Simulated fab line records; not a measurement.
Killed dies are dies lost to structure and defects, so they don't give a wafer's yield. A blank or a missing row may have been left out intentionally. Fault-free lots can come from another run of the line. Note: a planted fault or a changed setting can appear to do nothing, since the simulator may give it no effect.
The tool behind it: which one? + flow sky130 + route of 708 steps, sampled at 1 step: 6 lots, 18 wafers

== WHAT EACH GAUGE READ, for each wafer ==
SKY_POLY_GATE_THK_MEAS_21.
| lot  | measured     | on            | POLY_GATE_OXIDATION_THK (nm) |
|------|--------------|---------------|------------------------------|
| L190 | day 18 01:37 | film-metro-02 | 4.17 4.23 4.09               |
| L196 | day 20 04:02 | film-metro-02 | 4.14 4.02 4.19               |
| L199 | day 21 04:30 | film-metro-02 | 4.05 4.11 4.08               |
| L203 | day 22 07:53 | film-metro-04 | 4.04 4.04 4.03               |
| L204 | day 23 01:52 | film-metro-02 | 3.94 3.90 3.99               |
| L207 | day 25 04:02 | film-metro-01 | 3.90 3.99 3.89               |

== TOOL THAT RAN EACH LOT (tool first, then ch and the chambers of the sampled wafers, then the start) ==
No process step before these readings appears in the record.

== THE ANSWER, worked out from the rows above alone ==
Rule: the lots themselves supply what counts as usual. Put in order of their means at a reading, lots are off if they are a third of the lots or fewer, leave a main group of 4 or more, and stand apart from it by a gap of 3 or more times the standard deviation of the main group's means; of several such gaps the widest counts. A main group whose means are all the same, to the digits that the tables above print for the reading, isn't used. Also off: a lot with no number at a reading for which 4 or more lots have one. The other lots that the step has rows for count as sound.
Nothing can be told from this: no lot is off at any reading shown.

== WHAT THE SIMULATOR HAD PUT IN ==
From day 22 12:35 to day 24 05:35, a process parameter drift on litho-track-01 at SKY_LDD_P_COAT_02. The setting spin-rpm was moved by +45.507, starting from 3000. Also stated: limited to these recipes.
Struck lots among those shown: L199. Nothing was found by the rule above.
